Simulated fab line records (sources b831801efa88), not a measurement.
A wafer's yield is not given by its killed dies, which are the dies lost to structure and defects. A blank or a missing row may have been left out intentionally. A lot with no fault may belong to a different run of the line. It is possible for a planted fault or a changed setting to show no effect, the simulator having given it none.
What tool caused it? ; flow sky130 ; 21 wafers sampled from 7 lots at 1 step of a route of 708

WHAT THE GAUGES SHOWED, per wafer
SKY_VIA1_OVL_MEAS_13.
lot;measured;on;VIA1_OVL (nm)
L640;day 34 12:11;overlay-02;-1 -1 1
L642;day 35 11:26;overlay-02;6 0 6
L647;day 37 07:43;overlay-02;9 -5 -3
L649;day 37 18:57;overlay-01;8 6 8
L651;day 38 07:43;overlay-01;-2 -2 5
L657;day 40 06:26;overlay-01;-2 4 7
L659;day 40 17:01;overlay-01;5 10 5

WHAT TOOL EACH LOT RAN ON (gives the tool, then ch and the chambers of the sampled wafers, and finally the start)
Record: no process step prior to these readings.

THE ANSWER, worked out from the rows above alone
Rule: what is usual is taken from the lots themselves. Put in order of their means at a reading, lots are off if they are a third of the lots or fewer, leave a main group of 4 or more, and stand apart from it by a gap of 3 or more times the standard deviation of the main group's means; of several such gaps the widest counts. If all means in a main group match to the digits the tables above print for the reading, that group is not used. Also off: a lot with no number at a reading for which 4 or more lots have one. All remaining lots with rows at the step are treated as sound.
None of the lots is off at any reading shown; this tells nothing.

WHAT THE SIMULATOR PUT IN
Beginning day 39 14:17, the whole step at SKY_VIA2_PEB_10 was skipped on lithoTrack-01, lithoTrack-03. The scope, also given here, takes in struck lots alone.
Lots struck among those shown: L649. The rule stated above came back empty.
